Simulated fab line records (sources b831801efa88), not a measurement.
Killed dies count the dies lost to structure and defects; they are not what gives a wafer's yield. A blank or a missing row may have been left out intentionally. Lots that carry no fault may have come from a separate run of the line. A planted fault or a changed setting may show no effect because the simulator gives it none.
Which tool is to blame? || flow gf180mcu || 12 lots with 36 wafers sampled at 4 steps, on a route of 602 steps

WHAT THE GAUGES SHOWED, per wafer
GF_M5_CD_MEAS_07 targets a cd of 280 nm.
{"lot": "L674", "measured": "day 26 19:52", "on": "cd-sem-01", "cd-nm (nm)": "280.3 280.0 279.4"}
{"lot": "L675", "measured": "day 26 21:00", "on": "cd-sem-01", "cd-nm (nm)": "280.8 280.0 281.6"}
{"lot": "L676", "measured": "day 26 23:28", "on": "cd-sem-01", "cd-nm (nm)": "280.5 279.1 280.4"}
{"lot": "L677", "measured": "day 27 14:58", "on": "cd-sem-01", "cd-nm (nm)": "278.9 279.6 279.4"}
{"lot": "L686", "measured": "day 30 09:59", "on": "cd-sem-02", "cd-nm (nm)": "279.0 279.4 279.8"}
{"lot": "L687", "measured": "day 30 11:43", "on": "cd-sem-02", "cd-nm (nm)": "279.8 279.4 280.6"}
{"lot": "L688", "measured": "day 30 16:17", "on": "cd-sem-01", "cd-nm (nm)": "279.7 279.5 280.3"}
{"lot": "L690", "measured": "day 31 06:17", "on": "cd-sem-02", "cd-nm (nm)": "282.2 280.9 281.2"}
{"lot": "L691", "measured": "day 31 10:21", "on": "cd-sem-01", "cd-nm (nm)": "281.1 278.9 281.0"}
{"lot": "L692", "measured": "day 31 23:46", "on": "cd-sem-02", "cd-nm (nm)": "275.9 277.2 276.6"}
{"lot": "L694", "measured": "day 32 03:52", "on": "cd-sem-02", "cd-nm (nm)": "277.8 278.8 277.4"}
{"lot": "L696", "measured": "day 32 13:48", "on": "cd-sem-02", "cd-nm (nm)": "279.9 277.9 279.5"}

GF_TOP_METAL_RS_MEAS_05: measurement is done with a four-point probe.
{"lot": "L674", "measured": "day 27 19:34", "on": "film-metro-04", "TOP_METAL_ALCU_RS (ohm/sq)": "0.0325 0.0321 0.0319"}
{"lot": "L675", "measured": "day 27 20:29", "on": "film-metro-04", "TOP_METAL_ALCU_RS (ohm/sq)": "0.0336 0.0332 0.0338"}
{"lot": "L676", "measured": "day 27 22:23", "on": "film-metro-04", "TOP_METAL_ALCU_RS (ohm/sq)": "0.0322 0.0323 0.0323"}
{"lot": "L677", "measured": "day 28 13:05", "on": "film-metro-02", "TOP_METAL_ALCU_RS (ohm/sq)": "0.0328 0.0332 0.0323"}
{"lot": "L686", "measured": "day 31 06:44", "on": "film-metro-03", "TOP_METAL_ALCU_RS (ohm/sq)": "0.0323 0.0322 0.0327"}
{"lot": "L687", "measured": "day 31 09:19", "on": "film-metro-04", "TOP_METAL_ALCU_RS (ohm/sq)": "0.0319 0.0327 0.0321"}
{"lot": "L688", "measured": "day 31 13:49", "on": "film-metro-04", "TOP_METAL_ALCU_RS (ohm/sq)": "0.0325 0.0323 0.0324"}
{"lot": "L690", "measured": "day 32 02:29", "on": "film-metro-03", "TOP_METAL_ALCU_RS (ohm/sq)": "0.0325 0.0321 0.0324"}
{"lot": "L691", "measured": "day 32 07:04", "on": "film-metro-04", "TOP_METAL_ALCU_RS (ohm/sq)": "0.0319 0.0321 0.0320"}
{"lot": "L692", "measured": "day 32 19:20", "on": "film-metro-03", "TOP_METAL_ALCU_RS (ohm/sq)": "0.0331 0.0326 0.0327"}
{"lot": "L694", "measured": "day 32 23:43", "on": "film-metro-03", "TOP_METAL_ALCU_RS (ohm/sq)": "0.0326 0.0327 0.0325"}
{"lot": "L696", "measured": "day 33 09:22", "on": "film-metro-04", "TOP_METAL_ALCU_RS (ohm/sq)": "0.0328 0.0334 0.0330"}

TOOL THAT RAN EACH LOT (tool first, then ch and the chambers of the sampled wafers, then the start)
{"lot": "L674", "GF_MIM_SPUTTER_07": "pvd-sputter-04, day 25 01:37", "GF_MIM_STRIP_20": "plasma-asher-01 ch 0,1, day 25 23:00"}
{"lot": "L675", "GF_MIM_SPUTTER_07": "pvd-sputter-04, day 25 03:23", "GF_MIM_STRIP_20": "plasma-asher-01 ch 0,1, day 26 00:32"}
{"lot": "L676", "GF_MIM_SPUTTER_07": "pvd-sputter-04, day 25 04:41", "GF_MIM_STRIP_20": "plasma-asher-01 ch 0,1, day 26 01:50"}
{"lot": "L677", "GF_MIM_SPUTTER_07": "pvd-sputter-03, day 25 20:44", "GF_MIM_STRIP_20": "plasma-asher-04 ch 0,1, day 26 17:46"}
{"lot": "L686", "GF_MIM_SPUTTER_07": "pvd-sputter-03, day 28 19:55", "GF_MIM_STRIP_20": "plasma-asher-02 ch 0, day 29 15:06"}
{"lot": "L687", "GF_MIM_SPUTTER_07": "pvd-sputter-03, day 28 21:38", "GF_MIM_STRIP_20": "plasma-asher-04 ch 0,1, day 29 16:42"}
{"lot": "L688", "GF_MIM_SPUTTER_07": "pvd-sputter-04, day 29 02:15", "GF_MIM_STRIP_20": "plasma-asher-01 ch 0,1, day 29 21:26"}
{"lot": "L690", "GF_MIM_SPUTTER_07": "pvd-sputter-04, day 29 17:22", "GF_MIM_STRIP_20": "plasma-asher-01 ch 0,1, day 30 12:11"}
{"lot": "L691", "GF_MIM_SPUTTER_07": "pvd-sputter-02, day 29 21:33", "GF_MIM_STRIP_20": "plasma-asher-04 ch 0,1, day 30 15:38"}
{"lot": "L692", "GF_MIM_SPUTTER_07": "pvd-sputter-02, day 30 11:49", "GF_MIM_STRIP_20": "plasma-asher-01 ch 0,1, day 31 06:01"}
{"lot": "L694", "GF_MIM_SPUTTER_07": "pvd-sputter-02, day 30 17:03", "GF_MIM_STRIP_20": "plasma-asher-02 ch 0,1, day 31 10:43"}
{"lot": "L696", "GF_MIM_SPUTTER_07": "pvd-sputter-02, day 31 03:25", "GF_MIM_STRIP_20": "plasma-asher-02 ch 0,1, day 31 20:54"}
- GF_MIM_SPUTTER_07: material TiN, target thk 60 nm, time 50 s.
- GF_MIM_STRIP_20: strips in O2/N2.

WHAT THE TOOLS THEMSELVES READ (means of the sampled wafers that have a number; where no wafer has one, the mark that the record gives instead)
GF_MIM_SPUTTER_07.
{"lot": "L674", "tool": "pvd-sputter-04", "throttle-valve-pct (%)": 30.2}
{"lot": "L675", "tool": "pvd-sputter-04", "throttle-valve-pct (%)": 30.9}
{"lot": "L676", "tool": "pvd-sputter-04", "throttle-valve-pct (%)": 31.9}
{"lot": "L677", "tool": "pvd-sputter-03", "throttle-valve-pct (%)": 30.7}
{"lot": "L686", "tool": "pvd-sputter-03", "throttle-valve-pct (%)": 30.6}
{"lot": "L687", "tool": "pvd-sputter-03", "throttle-valve-pct (%)": 30.7}
{"lot": "L688", "tool": "pvd-sputter-04", "throttle-valve-pct (%)": 31.2}
{"lot": "L690", "tool": "pvd-sputter-04", "throttle-valve-pct (%)": 30.7}
{"lot": "L691", "tool": "pvd-sputter-02", "throttle-valve-pct (%)": 31.0}
{"lot": "L692", "tool": "pvd-sputter-02", "throttle-valve-pct (%)": 30.2}
{"lot": "L694", "tool": "pvd-sputter-02", "throttle-valve-pct (%)": 29.9}
{"lot": "L696", "tool": "pvd-sputter-02", "throttle-valve-pct (%)": 30.4}

GF_MIM_STRIP_20.
{"lot": "L674", "tool": "plasma-asher-01", "drypump-motor-current-A (A)": 6.4, "heater-power-w (W)": 337, "oes-product-au (a.u.)": 0.690, "strip-time-to-endpoint-s (s)": 11.16}
{"lot": "L675", "tool": "plasma-asher-01", "drypump-motor-current-A (A)": 6.0, "heater-power-w (W)": 312, "oes-product-au (a.u.)": 0.688, "strip-time-to-endpoint-s (s)": 11.15}
{"lot": "L676", "tool": "plasma-asher-01", "drypump-motor-current-A (A)": 6.5, "heater-power-w (W)": 328, "oes-product-au (a.u.)": 0.693, "strip-time-to-endpoint-s (s)": 11.28}
{"lot": "L677", "tool": "plasma-asher-04", "drypump-motor-current-A (A)": 6.1, "heater-power-w (W)": 351, "oes-product-au (a.u.)": 0.694, "strip-time-to-endpoint-s (s)": 11.27}
{"lot": "L686", "tool": "plasma-asher-02", "drypump-motor-current-A (A)": 5.5, "heater-power-w (W)": 370, "oes-product-au (a.u.)": 0.691, "strip-time-to-endpoint-s (s)": 11.15}
{"lot": "L687", "tool": "plasma-asher-04", "drypump-motor-current-A (A)": 5.8, "heater-power-w (W)": 348, "oes-product-au (a.u.)": 0.694, "strip-time-to-endpoint-s (s)": 11.22}
{"lot": "L688", "tool": "plasma-asher-01", "drypump-motor-current-A (A)": 6.4, "heater-power-w (W)": 333, "oes-product-au (a.u.)": 0.697, "strip-time-to-endpoint-s (s)": 11.20}
{"lot": "L690", "tool": "plasma-asher-01", "drypump-motor-current-A (A)": 6.5, "heater-power-w (W)": 331, "oes-product-au (a.u.)": 0.691, "strip-time-to-endpoint-s (s)": 11.20}
{"lot": "L691", "tool": "plasma-asher-04", "drypump-motor-current-A (A)": 5.8, "heater-power-w (W)": 349, "oes-product-au (a.u.)": 0.689, "strip-time-to-endpoint-s (s)": 11.19}
{"lot": "L692", "tool": "plasma-asher-01", "drypump-motor-current-A (A)": 6.4, "heater-power-w (W)": 325, "oes-product-au (a.u.)": 0.689, "strip-time-to-endpoint-s (s)": 11.19}
{"lot": "L694", "tool": "plasma-asher-02", "drypump-motor-current-A (A)": 5.7, "heater-power-w (W)": 344, "oes-product-au (a.u.)": 0.691, "strip-time-to-endpoint-s (s)": 11.23}
{"lot": "L696", "tool": "plasma-asher-02", "drypump-motor-current-A (A)": 5.6, "heater-power-w (W)": 357, "oes-product-au (a.u.)": 0.689, "strip-time-to-endpoint-s (s)": 11.24}

THE ANSWER, worked out from the rows above alone
Rule: the usual values come from the lots themselves. Put in order of their means at a reading, lots are off if they are a third of the lots or fewer, leave a main group of 4 or more, and stand apart from it by a gap of 3 or more times the standard deviation of the main group's means; of several such gaps the widest counts. If all means in a main group match to the digits the tables above print for the reading, that group is not used. A lot without any number at a reading at which 4 lots or more have one is off too. The other lots that the step has rows for count as sound. First the gauges in route order, then the tools' own readings, where a lot's mean is used as printed above. The first step at which some lot is off is used, and at that step the reading that is off furthest; a lot without a number counts as furthest.
No lot is off on any of the readings shown, so nothing can be concluded from this.

WHAT THE SIMULATOR HAD INSERTED
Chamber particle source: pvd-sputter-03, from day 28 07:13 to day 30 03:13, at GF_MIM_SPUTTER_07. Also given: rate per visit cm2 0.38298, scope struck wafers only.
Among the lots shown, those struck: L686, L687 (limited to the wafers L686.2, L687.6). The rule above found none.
